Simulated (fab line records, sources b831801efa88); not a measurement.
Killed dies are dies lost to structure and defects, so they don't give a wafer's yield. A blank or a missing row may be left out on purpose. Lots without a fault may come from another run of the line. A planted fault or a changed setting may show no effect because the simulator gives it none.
Chamber matching | flow sky130 | SKY_FIELD_ISO_CMP_27 on cmp-02: 4 sister chambers
The step polishes, stops on Si3N4, t overpolish 16 s, target thk 457.8 nm. 18 wafers are shown with their chamber, then 9 later ones without.

WAFERS WITH THEIR CHAMBER
wafer  | chamber | motor_current_A (A) | time_to_endpoint_s (s) | edge_zone_pressure_frac
L383.2 | 3       | 12.0                | 123                    | 1.004
L383.5 | 0       | 11.8                | 115                    | 0.997
L383.6 | 1       | 11.6                | 117                    | 0.994
L387.1 | 3       | 12.3                | 117                    | 1.002
L387.3 | 0       | 12.4                | 112                    | 0.989
L387.6 | 2       | 13.5                | 114                    | 1.006
L388.1 | 0       | 12.2                | 113                    | 0.998
L388.2 | 1       | 12.0                | 111                    | 0.996
L388.5 | 0       | 11.5                | 113                    | 0.996
L390.1 | 0       | 12.4                | 110                    | 1.001
L390.4 | 2       | 13.8                | 111                    | 0.998
L390.6 | 1       | 11.9                | 111                    | 0.997
L395.2 | 0       | 11.6                | 118                    | 0.997
L395.4 | 2       | 13.8                | 110                    | 1.002
L395.5 | 0       | 12.4                | 115                    | 1.005
L399.1 | 0       | 12.3                | 115                    | 1.005
L399.3 | 1       | 11.7                | 114                    | 0.994
L399.4 | 2       | 14.0                | 116                    | 0.993

SIGNATURES (means of the wafers above)
reading                 | chamber 0 | chamber 1 | chamber 2 | chamber 3 | scatter within a chamber
motor_current_A         | 12.075    | 11.800    | 13.775    | 12.150    | 0.303
time_to_endpoint_s      | 113.88    | 113.25    | 112.75    | 120.00    | 2.76
edge_zone_pressure_frac | 0.99850   | 0.99525   | 0.99975   | 1.00300   | 0.00458
Rule: a wafer's distance from a chamber is the root of the sum, over the readings, of the square of ((its reading less the chamber's mean) divided by the reading's scatter). The wafer belongs to the nearest chamber; if the next one is less than 2 further off, it can't be placed. The scatter: the root of (the sum of the squares of (reading less its chamber's mean) over the shown wafers, divided by (wafers less chambers)).

WAFERS WITHOUT THEIR CHAMBER
wafer  | motor_current_A (A) | time_to_endpoint_s (s) | edge_zone_pressure_frac
L400.3 | 13.3                | 115                    | 0.988
L400.4 | 12.7                | 118                    | 0.995
L400.5 | 11.9                | 112                    | 1.000
L401.1 | 11.7                | 111                    | 0.999
L401.3 | 13.8                | 111                    | 0.994
L401.5 | 14.3                | 110                    | 1.007
L405.1 | 12.1                | 104                    | 1.003
L405.3 | 12.4                | 107                    | 0.998
L405.5 | 13.5                | 105                    | 1.008

WHICH CHAMBER EACH WENT THROUGH
wafer  | from the rows above               | in truth
L400.3 | can't be placed: 2 or 0           | 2
L400.4 | can't be placed: 3 or 0 or 1 or 2 | 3
L400.5 | can't be placed: 0 or 1           | 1
L401.1 | can't be placed: 1 or 0           | 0
L401.3 | 2                                 | 2
L401.5 | 2                                 | 2
L405.1 | can't be placed: 0 or 1           | 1
L405.3 | can't be placed: 0 or 1           | 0
L405.5 | 2                                 | 2
Placed correctly: 3 of 9. Can't be placed from these rows: 6 (the true chamber is among the candidates in 6). Placed wrongly: 0.
